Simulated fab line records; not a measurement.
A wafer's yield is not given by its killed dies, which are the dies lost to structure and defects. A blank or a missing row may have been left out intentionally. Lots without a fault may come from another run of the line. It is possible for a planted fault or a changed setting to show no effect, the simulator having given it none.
The tool behind it: which one? :: flow gf180mcu :: 20 wafers from 7 lots sampled at 3 of the route's 602 steps

== WHAT THE GAUGES SHOWED, per wafer ==
GF_VT_IMPLANT_RS_MEAS_49: measures by four-point-probe.
lot: L350
measured: day 8 01:00
on: film-metro-02
MVPSD_RS (ohm/sq): 1171.1 1167.7 1168.8

lot: L352
measured: day 8 13:11
on: film-metro-03
MVPSD_RS (ohm/sq): 1169.6 1168.3 1166.3

lot: L356
measured: day 9 14:31
on: film-metro-01
MVPSD_RS (ohm/sq): 1169.1 1171.7 1168.4

lot: L358
measured: day 10 01:55
on: film-metro-01
MVPSD_RS (ohm/sq): 1162.8 1164.5 1169.1

lot: L361
measured: day 10 23:39
on: film-metro-03
MVPSD_RS (ohm/sq): 1170.7 1172.0 1170.9

lot: L368
measured: day 13 02:46
on: film-metro-03
MVPSD_RS (ohm/sq): 1166.7 1222.1 1168.7 1221.8

lot: L372
measured: day 14 03:56
on: film-metro-03
MVPSD_RS (ohm/sq): 1173.5 1175.1 1173.5

== TOOL THAT RAN EACH LOT (tool first, then ch and the chambers of the sampled wafers, then the start) ==
lot: L350
GF_MVSD_STRIP_10: plasma-asher-03 ch 0,1, day 4 20:06
GF_MVPSD_IMPLANT_09: implanter-02 ch 0, day 5 10:45

lot: L352
GF_MVSD_STRIP_10: plasma-asher-03 ch 0,1, day 5 07:52
GF_MVPSD_IMPLANT_09: implanter-01 ch 0, day 5 22:25

lot: L356
GF_MVSD_STRIP_10: plasma-asher-01 ch 0,1, day 6 03:43
GF_MVPSD_IMPLANT_09: implanter-02 ch 0, day 6 18:33

lot: L358
GF_MVSD_STRIP_10: plasma-asher-04 ch 0,1, day 6 16:28
GF_MVPSD_IMPLANT_09: implanter-04 ch 0, day 7 07:32

lot: L361
GF_MVSD_STRIP_10: plasma-asher-03 ch 0,1, day 7 10:09
GF_MVPSD_IMPLANT_09: implanter-02 ch 0, day 8 02:24

lot: L368
GF_MVSD_STRIP_10: plasma-asher-04 ch 0,1, day 9 03:35
GF_MVPSD_IMPLANT_09: implanter-02 ch 0, day 9 21:47

lot: L372
GF_MVSD_STRIP_10: plasma-asher-04 ch 0,1, day 10 02:50
GF_MVPSD_IMPLANT_09: implanter-01 ch 0, day 10 20:40
- GF_MVSD_STRIP_10: strips in O2/N2.
- GF_MVPSD_IMPLANT_09

== THE ANSWER, worked out from the rows above alone ==
Rule: the lots themselves supply what counts as usual. The widest of any qualifying gaps counts: lots, ordered by their means at a reading, are off when they make up no more than a third of the lots, leave a main group of 4 or more, and stand apart from it by 3 or more times the standard deviation of that group's means. If all means in a main group match to the digits the tables above print for the reading, that group is not used. Also off: a lot with no number at a reading for which 4 or more lots have one. The other lots that the step has rows for count as sound.
Off: L368, seen at GF_VT_IMPLANT_RS_MEAS_49 (MVPSD_RS). The main group: mean 1169.6 ohm/sq, standard deviation 2.6.
If a tool, at a process step before that reading, ran all the lots that are off and no sound lot after the first of them, it fits. Those tools and the gauges at GF_VT_IMPLANT_RS_MEAS_49 are tried in the same way. One candidate fits, namely implanter-02 at GF_MVPSD_IMPLANT_09. A fault onset in the window from L361 (day 8 02:24, its last sound lot) to L368 (day 9 21:47, its first lot off) fits.

== WHAT WAS PUT IN BY THE SIMULATOR ==
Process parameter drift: implanter-02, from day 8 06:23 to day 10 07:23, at GF_MVPSD_IMPLANT_09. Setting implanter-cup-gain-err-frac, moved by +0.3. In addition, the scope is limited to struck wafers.
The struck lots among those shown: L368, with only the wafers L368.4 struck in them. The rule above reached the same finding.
